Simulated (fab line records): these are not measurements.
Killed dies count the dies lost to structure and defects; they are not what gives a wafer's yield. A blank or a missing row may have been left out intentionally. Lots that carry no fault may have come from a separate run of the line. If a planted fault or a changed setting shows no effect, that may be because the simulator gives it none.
Split-lot study	flow sky130	5 lots, 23 wafers read, on a route of 708 steps

## THE SPLIT
At SKY_NWELL_OXIDATION_01 (stabilise 600 s, purge 300 s, target thk 10 nm), the setting temp_c was moved away from the recipe's 900 C on 15 of the 23 wafers read, by -2.5% to +2.4%. For the rest of the wafers, this setting stayed at what the recipe calls for.

Split to reading: the file shows no intervening step.

## THE READING
At SKY_NWELL_THK_MEAS_02: NWELL_OXIDATION_THK, given in nm. Fault-free wafers of this fab line usually give 9.99 nm, standard deviation 0.2 nm.

wafer	tool, chamber at the split	temp_c as run, C	against the recipe	NWELL_OXIDATION_THK, nm	against lot-mates on the recipe
L074.1	-, -	900	recipe	10.11	-
L074.2	-, -	900	recipe	10.06	-
L074.3	-, -	900	recipe	10.13	-
L074.4	-, -	900	recipe	9.99	-
L074.6	-, -	900	recipe	9.83	-
L077.1	-, -	877.9	-2.5%	7.53	no lot-mate on the recipe
L077.2	-, -	877.9	-2.5%	7.61	no lot-mate on the recipe
L077.3	-, -	877.9	-2.5%	7.56	no lot-mate on the recipe
L077.4	-, -	877.9	-2.5%	7.61	no lot-mate on the recipe
L077.5	-, -	877.9	-2.5%	7.56	no lot-mate on the recipe
L079.1	furnace-01, 0	900	recipe	10.09	-
L079.4	furnace-01, 0	900	recipe	9.95	-
L079.5	furnace-01, 0	900	recipe	9.92	-
L080.1	-, -	921.4	+2.4%	12.66	no lot-mate on the recipe
L080.2	-, -	921.4	+2.4%	12.33	no lot-mate on the recipe
L080.4	-, -	921.4	+2.4%	12.61	no lot-mate on the recipe
L080.5	-, -	921.4	+2.4%	12.49	no lot-mate on the recipe
L080.6	-, -	921.4	+2.4%	12.40	no lot-mate on the recipe
L085.1	-, -	877.7	-2.5%	7.92	no lot-mate on the recipe
L085.2	-, -	877.7	-2.5%	8.08	no lot-mate on the recipe
L085.3	-, -	877.7	-2.5%	8.08	no lot-mate on the recipe
L085.4	-, -	877.7	-2.5%	7.79	no lot-mate on the recipe
L085.6	-, -	877.7	-2.5%	8.01	no lot-mate on the recipe

FIT RESULTS
A straight line over all 23 wafers: NWELL_OXIDATION_THK changes by +0.965 nm for each +1% of temp_c; r = +0.99; the points scatter about the line by 0.2 nm.
Too few moved wafers have a lot-mate on the recipe to fit a line with each lot's own level taken away.

## THE WHOLE CHAIN: every reading that the file lists as answering this split, in the file's order
step	what it does	reading	change (the file's fit)	r (the file's)
SKY_NWELL_OXIDATION_01	stabilise 600 s, purge 300 s, target thk 10 nm	SiO2_of_NWELL_OXIDATION_01.thk_nm (the simulator's own value, which no gauge read)	+0.956 nm for each +1% of the setting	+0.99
SKY_NWELL_THK_MEAS_02		NWELL_OXIDATION_THK	+0.965 for each +1% of the setting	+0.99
SKY_NWELL_CLEAN_27	cleans in SC1/SC2, time 150 s	SiO2_of_NWELL_OXIDATION_01.thk_nm (the simulator's own value, which no gauge read)	+0.955 nm for each +1% of the setting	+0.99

## THE FILE'S OWN FIT
NWELL_OXIDATION_THK changes by +0.965 nm for each +1% of temp_c, r = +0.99.
